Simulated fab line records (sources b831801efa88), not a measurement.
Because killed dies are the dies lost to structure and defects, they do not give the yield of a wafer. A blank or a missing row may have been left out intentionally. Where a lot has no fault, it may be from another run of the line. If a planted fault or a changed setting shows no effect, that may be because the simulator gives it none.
A sampling plan put to the test	flow gf180mcu	one line in one fab, 14 faults in these records, each fault weighed on the records of the lots it struck
The plan consists of the line's own looks: route steps at which the wafer is read by a gauge or an inspection but not changed. Where struck wafers have a number at a look and the file lists that look's usual mean and standard deviation on fault-free wafers, the look can be judged. Caught: 4 or more of those standard deviations (sigma) separate the usual mean from the mean of the struck wafers at a look after the fault's first step. On the tool: the same test on the tool's own readings at the fault's steps. If the struck wafers alone have a blank record, or they carry another recipe, that too counts as caught.

THE FAULTS, as the simulator had put them in
1. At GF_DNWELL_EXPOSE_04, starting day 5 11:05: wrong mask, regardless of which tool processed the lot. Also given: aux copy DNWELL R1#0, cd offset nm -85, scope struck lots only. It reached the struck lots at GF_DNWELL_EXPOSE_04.
2. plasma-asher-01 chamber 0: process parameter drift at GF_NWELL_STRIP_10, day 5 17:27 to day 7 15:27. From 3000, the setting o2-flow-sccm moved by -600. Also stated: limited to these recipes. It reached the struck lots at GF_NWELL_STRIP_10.
3. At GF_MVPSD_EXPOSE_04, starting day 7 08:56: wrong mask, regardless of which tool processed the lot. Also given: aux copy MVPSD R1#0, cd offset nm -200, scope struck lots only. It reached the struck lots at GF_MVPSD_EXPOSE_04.
4. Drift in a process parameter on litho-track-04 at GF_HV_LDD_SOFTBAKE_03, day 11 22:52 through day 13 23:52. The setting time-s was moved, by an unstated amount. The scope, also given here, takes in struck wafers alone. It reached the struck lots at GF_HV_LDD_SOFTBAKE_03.
5. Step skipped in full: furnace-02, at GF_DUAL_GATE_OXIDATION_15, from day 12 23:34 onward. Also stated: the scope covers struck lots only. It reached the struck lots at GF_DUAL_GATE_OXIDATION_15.
6. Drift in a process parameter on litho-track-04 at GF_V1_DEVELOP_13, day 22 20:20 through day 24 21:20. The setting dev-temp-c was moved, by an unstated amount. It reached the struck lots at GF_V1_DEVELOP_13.
7. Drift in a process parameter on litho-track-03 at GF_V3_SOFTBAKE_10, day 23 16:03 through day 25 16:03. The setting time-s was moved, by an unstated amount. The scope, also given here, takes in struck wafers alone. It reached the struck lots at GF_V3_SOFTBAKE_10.
8. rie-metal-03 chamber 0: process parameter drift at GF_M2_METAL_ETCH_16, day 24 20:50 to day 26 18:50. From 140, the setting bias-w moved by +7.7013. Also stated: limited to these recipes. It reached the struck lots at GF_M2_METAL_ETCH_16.
9. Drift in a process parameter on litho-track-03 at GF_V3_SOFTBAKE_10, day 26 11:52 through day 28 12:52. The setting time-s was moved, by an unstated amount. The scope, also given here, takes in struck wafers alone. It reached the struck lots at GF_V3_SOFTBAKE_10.
10. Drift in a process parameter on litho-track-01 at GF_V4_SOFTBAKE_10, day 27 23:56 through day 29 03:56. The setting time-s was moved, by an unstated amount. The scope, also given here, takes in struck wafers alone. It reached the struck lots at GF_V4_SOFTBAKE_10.
11. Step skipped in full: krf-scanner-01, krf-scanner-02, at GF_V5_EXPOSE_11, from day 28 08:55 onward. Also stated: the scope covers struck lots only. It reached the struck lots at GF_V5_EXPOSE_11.
12. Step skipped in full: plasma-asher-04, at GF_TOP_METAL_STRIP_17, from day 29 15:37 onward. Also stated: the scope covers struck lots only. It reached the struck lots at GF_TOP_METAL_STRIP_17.
13. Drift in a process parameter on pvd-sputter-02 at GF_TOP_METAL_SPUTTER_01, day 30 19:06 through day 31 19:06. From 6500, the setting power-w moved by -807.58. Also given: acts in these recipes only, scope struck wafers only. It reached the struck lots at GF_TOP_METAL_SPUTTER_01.
14. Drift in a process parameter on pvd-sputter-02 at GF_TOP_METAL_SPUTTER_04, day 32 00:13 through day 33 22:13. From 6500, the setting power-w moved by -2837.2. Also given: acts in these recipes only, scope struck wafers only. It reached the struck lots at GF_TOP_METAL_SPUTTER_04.

WHAT THE PLAN SAW
fault	on the tool itself	first look that catches it	reading, sigma	median hours from its first step to that look	hours from the fault's start to the first struck lot there	judged looks passed uncaught
1	under 2 sigma	none of the 2 looks that can be judged after it	-	-	-	2
2	o2-flow-sccm -67 sigma	none of the 2 looks that can be judged after it	-	-	-	2
3	no reading that can be judged	not the one look that can be judged after it	-	-	-	1
4	run-length-s +57 sigma	not the one look that can be judged after it	-	-	-	1
5	the tool's record is blank for the struck wafers	no look after it can be judged	-	-	-	0
6	developer-temp-C -7.1 sigma	no look after it can be judged	-	-	-	0
7	heater-power-total-W +26 sigma	no look after it can be judged	-	-	-	0
8	bias-w +17 sigma	not the one look that can be judged after it	-	-	-	1
9	run-length-s +43 sigma	not the one look that can be judged after it	-	-	-	1
10	run-length-s +18 sigma	no look after it can be judged	-	-	-	0
11	no reading that can be judged	no look after it can be judged	-	-	-	0
12	the tool's record is blank for the struck wafers	not the one look that can be judged after it	-	-	-	1
13	cathode-dc-power-W -99 or beyond sigma	no look after it can be judged	-	-	-	0
14	cathode-dc-power-W -99 or beyond sigma	not the one look that can be judged after it	-	-	-	1
A dash: the fault is not caught, or the number is missing from these records.

Caught at a look: 0 of 14. Caught on the tool: 11 of 14. By one or the other: 11 of 14.
Faults caught by the tool alone: 2, 4, 5, 6, 7, 8, 9, 10, 12, 13, 14.
Caught by neither: faults 1, 3, 11.
